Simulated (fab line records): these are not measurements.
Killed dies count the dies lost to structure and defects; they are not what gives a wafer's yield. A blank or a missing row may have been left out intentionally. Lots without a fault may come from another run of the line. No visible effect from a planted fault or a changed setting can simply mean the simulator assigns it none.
A struck lot beside a sound one | flow sfq_line | 28 out of 325 route steps
Sound: wafers L793.4, L793.5, L793.6. Struck: wafer L799.6 (left out: L799.5, a lot-mate that was not struck); the cause follows at the end.
Per side, at each step with rows, come the tool, then ch with its chambers, and then its first start. Under that, the readings that differ: sound wafers | struck wafers | difference of the means | sigmas: that difference in standard deviations of wafers without a fault.
alike: readings with means less than 2 such deviations apart, plus words and numbers identical on both sides. not compared: withheld readings, readings lacking a value on some wafer, bounds such as >300 that could conceal the same value, and numbers that have no deviation in the record and whose values overlap.
A row with sigmas, a row that says differs or no value, or rows on one side alone: a step with any of these is where the two part. Non-overlapping numbers with no deviation appear without sigmas and do not part them. Lack of a reading on every wafer of one side parts them only where that side has two or more wafers.

first, 6 steps without rows for these wafers: SFQ_TRILAYER_M0_LITHO_COAT_026 (resist thk 62 nm); SFQ_TRILAYER_M0_LITHO_COAT_021 (resist thk 600 nm); SFQ_TRILAYER_M0_LITHO_SOFTBAKE_025; SFQ_TRILAYER_M0_LITHO_EXPOSE_022 (exposes mask M0, target cd 500 nm); SFQ_TRILAYER_M0_LITHO_PEB_024 (peb time 60 s); SFQ_TRILAYER_M0_LITHO_DEVELOP_023 (time 60 s).
SFQ_M0_OVL_MEAS_906:
  sound on overlay-02 at day 8 20:10; struck on overlay-01 at day 10 10:58
  alike: M0_OVL
SFQ_TRILAYER_M0_BARC_OPEN_METAL_ETCH_031: etches BARC in O2, target depth 125 nm, time 41.7 s.
  sound on rie_metal-03 ch 0,1, day 8 20:12; struck on rie_metal-01 ch 1, day 10 11:01
  alike: drypump_motor_current_A, oes_product_au
  not compared: rf_hours_counter_h
SFQ_TRILAYER_M0_ETCH_METAL_ETCH_024: etches Nb in Cl2/Ar, stops on SiO2, target depth 240 nm, time 120 s.
  sound on rie_metal-03 ch 0,1, day 8 20:17; struck on rie_metal-01 ch 1, day 10 11:07
  alike: drypump_motor_current_A, oes_product_au
  not compared: rf_hours_counter_h
SFQ_TRILAYER_M0_STRIP_STRIP_025: strips in O2.
  sound on rie_metal-03 ch 0,1, day 8 20:34; struck on rie_metal-01 ch 1, day 10 11:34
  alike: drypump_motor_current_A, oes_product_au
  not compared: rf_hours_counter_h
then, 2 steps without rows for these wafers: SFQ_TRILAYER_M0_STRIP_SOLV_CLEAN_026 (cleans in NMP, time 600 s); SFQ_TRILAYER_I0_DEP_PECVD_027 (deposits SiO2 from SiH4/N2O, time 111.11 s, target thk 500 nm).
SFQ_TRILAYER_I0_CMP_CMP_028: polishes SiO2.
  sound on cmp-02 ch 0,3, day 9 07:09; struck on cmp-02 ch 2, day 10 18:09
  reading                                             | sound             | struck | difference | sigmas
  time_to_endpoint_s (s)                              | 207 211 206       | 229    | +21        | +2
  model.SiO2_of_TRILAYER_I0_DEP_PECVD_027.thk_nm (nm) | 198.6 198.9 196.8 | 179.1  | -19.0      |
  alike: motor_current_A, retaining_ring_pressure_frac, slurry_flow_ml_min
SFQ_I0_BOW_MEAS_907:
  sound on film_metro-03 at day 9 10:13; struck on film_metro-03 at day 10 19:14
  alike: I0_BOW
SFQ_TRILAYER_I0_METRO_MEASURE_029:
  sound on film_metro-03 at day 9 10:52; struck on film_metro-03 at day 10 20:04
  reading     | sound             | struck | difference | sigmas
  thk_nm (nm) | 198.7 199.0 196.9 | 179.1  | -19.1      | -15
then, 6 steps without rows for these wafers: SFQ_TRILAYER_I0_VIA_LITHO_COAT_036 (resist thk 62 nm); SFQ_TRILAYER_I0_VIA_LITHO_COAT_031 (resist thk 650 nm); SFQ_TRILAYER_I0_VIA_LITHO_SOFTBAKE_035; SFQ_TRILAYER_I0_VIA_LITHO_EXPOSE_032 (exposes mask I0, target cd 500 nm); SFQ_TRILAYER_I0_VIA_LITHO_PEB_034 (peb time 60 s); SFQ_TRILAYER_I0_VIA_LITHO_DEVELOP_033 (time 60 s).
SFQ_I0_OVL_MEAS_908:
  sound on overlay-01 at day 11 03:01; struck on overlay-02 at day 12 10:14
  alike: I0_OVL
SFQ_TRILAYER_I0_VIA_BARC_OPEN_VIA_ETCH_046: etches BARC in O2, target depth 125 nm, time 41.7 s.
  sound on rie_diel-02 ch 0,1,3, day 11 03:02; struck on rie_diel-03 ch 0, day 12 10:16
  reading               | sound             | struck | difference | sigmas
  oes_product_au (a.u.) | 0.687 0.681 0.694 | 0.676  | -0.011     | -2
  alike: drypump_motor_current_A
  not compared: rf_hours_counter_h
SFQ_TRILAYER_I0_VIA_ETCH_VIA_ETCH_034: etches SiO2 in CHF3, stops on Nb, target depth 260 nm.
  sound on rie_diel-02 ch 0,1,3, day 11 03:05; struck on rie_diel-03 ch 0, day 12 10:20
  reading                        | sound             | struck | difference | sigmas
  oes_product_au (a.u.)          | 0.851 0.855 0.848 | 0.811  | -0.040     | -8
  model.I0.feature_depth_nm (nm) | 198.6 198.9 196.8 | 179.1  | -19.0      |
  model.etch.depth_nm (nm)       | 198.6 198.9 196.8 | 179.1  | -19.0      |
  alike: drypump_motor_current_A
then, 2 steps without rows for these wafers: SFQ_TRILAYER_I0_VIA_STRIP_STRIP_035 (strips in O2); SFQ_TRILAYER_I0_VIA_STRIP_SOLV_CLEAN_036 (cleans in NMP, time 600 s).
SFQ_TRILAYER_M1_DEP_PRE_CLEAN_038: time 22.5 s.
  sound on pvd_sputter-04 at day 11 03:59; struck on pvd_sputter-04 at day 12 11:11
  reading                                             | sound             | struck | difference | sigmas
  model.SiO2_of_TRILAYER_I0_DEP_PECVD_027.thk_nm (nm) | 191.1 191.4 189.3 | 171.6  | -19.0      |
  alike: bias_v
SFQ_TRILAYER_M1_DEP_SPUTTER_037: material Nb, target thk 200 nm, time 133.3 s.
  sound on pvd_sputter-04 at day 11 04:01; struck on pvd_sputter-04 at day 12 11:14
  alike: resputter_cathode_voltage_v, throttle_valve_pct

## WHERE THEY PART
Last at SFQ_TRILAYER_I0_VIA_ETCH_VIA_ETCH_034 as far as this record goes, first at SFQ_TRILAYER_I0_CMP_CMP_028. Later steps at which nothing parts them and some readings are alike: SFQ_TRILAYER_M1_DEP_PRE_CLEAN_038, SFQ_TRILAYER_M1_DEP_SPUTTER_037.

WHY: what the simulator had put in
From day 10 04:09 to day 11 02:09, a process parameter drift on cmp-02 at SFQ_TRILAYER_I0_CMP_CMP_028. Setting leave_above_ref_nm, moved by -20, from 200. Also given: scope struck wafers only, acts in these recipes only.
